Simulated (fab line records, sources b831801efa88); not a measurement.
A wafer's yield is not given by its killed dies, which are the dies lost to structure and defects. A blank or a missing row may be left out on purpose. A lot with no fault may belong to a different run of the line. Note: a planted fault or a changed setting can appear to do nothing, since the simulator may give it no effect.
The tool behind it: which one? | flow gf180mcu | 33 wafers from 11 lots sampled at 4 of the route's 602 steps

## WHAT THE GAUGES READ, wafer by wafer
GF_PASSIVATION_THK_MEAS_03.
lot  | measured     | on            | PASSIVATION_CVD_02_THK (nm)
L786 | day 28 06:28 | film-metro-03 | 709 717 721
L787 | day 28 12:20 | film-metro-03 | 696 685 710
L790 | day 29 11:50 | film-metro-04 | 705 698 714
L791 | day 29 21:55 | film-metro-01 | 708 711 709
L792 | day 30 01:25 | film-metro-04 | 707 698 709
L796 | day 31 11:47 | film-metro-04 | 702 689 697
L797 | day 31 13:28 | film-metro-01 | 594 590 595
L799 | day 32 08:04 | film-metro-01 | 581 585 589
L806 | day 33 21:16 | film-metro-04 | 700 702 708
L807 | day 34 01:41 | film-metro-04 | 705 695 706
L808 | day 34 10:30 | film-metro-03 | 691 684 702

## EACH LOT AND THE TOOL THAT RAN IT (in order: tool; ch and the chambers of the sampled wafers; start)
lot  | GF_V2_CMP_26                  | GF_M3_METAL_ETCH_16               | GF_PASSIVATION_CVD_02
L786 | cmp-01 ch 0,2, day 20 17:38   | rie-metal-04 ch 0,1, day 21 17:29 | pecvd-01 ch 1,2, day 28 06:10
L787 | cmp-01 ch 0,2,3, day 20 21:08 | rie-metal-02 ch 0,1, day 21 21:16 | pecvd-03 ch 0,1, day 28 12:02
L790 | cmp-01 ch 0,2, day 22 03:21   | rie-metal-01 ch 1, day 23 03:26   | pecvd-03 ch 0,2, day 29 11:32
L791 | cmp-01 ch 0,1,3, day 22 11:46 | rie-metal-04 ch 0,1, day 23 11:56 | pecvd-03 ch 0,1,2, day 29 21:44
L792 | cmp-01 ch 2,3, day 22 16:31   | rie-metal-04 ch 0,1, day 23 15:59 | pecvd-04 ch 0,2, day 30 01:05
L796 | cmp-01 ch 1,2,3, day 24 11:44 | rie-metal-02 ch 0,1, day 25 09:43 | pecvd-01 ch 0,1, day 31 11:29
L797 | cmp-01 ch 0,1,2, day 24 15:34 | rie-metal-01 ch 0,1, day 25 11:01 | pecvd-03 ch 0,1,2, day 31 13:10
L799 | cmp-01 ch 0,1,3, day 25 11:55 | rie-metal-01 ch 0,1, day 26 09:22 | pecvd-03 ch 1,2, day 32 07:47
L806 | cmp-02 ch 1,2,3, day 27 15:20 | rie-metal-01 ch 0,1, day 28 10:58 | pecvd-01 ch 0,1,2, day 33 20:59
L807 | cmp-02 ch 0,1,3, day 27 21:16 | rie-metal-01 ch 0,1, day 28 17:28 | pecvd-01 ch 0,2, day 34 01:23
L808 | cmp-02 ch 0,1,3, day 28 05:17 | rie-metal-02 ch 0,1, day 29 01:22 | pecvd-04 ch 0,1,2, day 34 10:13
- GF_V2_CMP_26: polishes, stops on SiO2, t overpolish 15 s, target thk 0 nm.
- GF_M3_METAL_ETCH_16: etches the open film in Cl2/BCl3, stops on SiO2, target depth 627.5 nm, time 104.6 s.
- GF_PASSIVATION_CVD_02: deposits Si3N4, target thk 700 nm, time 486.18 s.

## THE ANSWER, worked out from the rows above alone
Rule: usual is defined by the lots themselves. Put in order of their means at a reading, lots are off if they are a third of the lots or fewer, leave a main group of 4 or more, and stand apart from it by a gap of 3 or more times the standard deviation of the main group's means; of several such gaps the widest counts. A main group is skipped when, at the precision printed for the reading in the tables above, its means are all equal. Also off: a lot with no number at a reading for which 4 or more lots have one. Any other lot the step has rows for is counted as sound.
Off: at GF_PASSIVATION_THK_MEAS_03 (PASSIVATION_CVD_02_THK), L797, L799. Mean 703 nm and standard deviation 6.8 in the main group.
A tool fits if, at a process step before that reading, it ran every lot that is off, and no sound lot after the first of them. The gauges at GF_PASSIVATION_THK_MEAS_03 are tried like those tools. Can't be told from this: 3 tools fit, cmp-01 at GF_V2_CMP_26, pecvd-03 at GF_PASSIVATION_CVD_02, film-metro-01 at GF_PASSIVATION_THK_MEAS_03.

## WHAT WAS PUT IN BY THE SIMULATOR
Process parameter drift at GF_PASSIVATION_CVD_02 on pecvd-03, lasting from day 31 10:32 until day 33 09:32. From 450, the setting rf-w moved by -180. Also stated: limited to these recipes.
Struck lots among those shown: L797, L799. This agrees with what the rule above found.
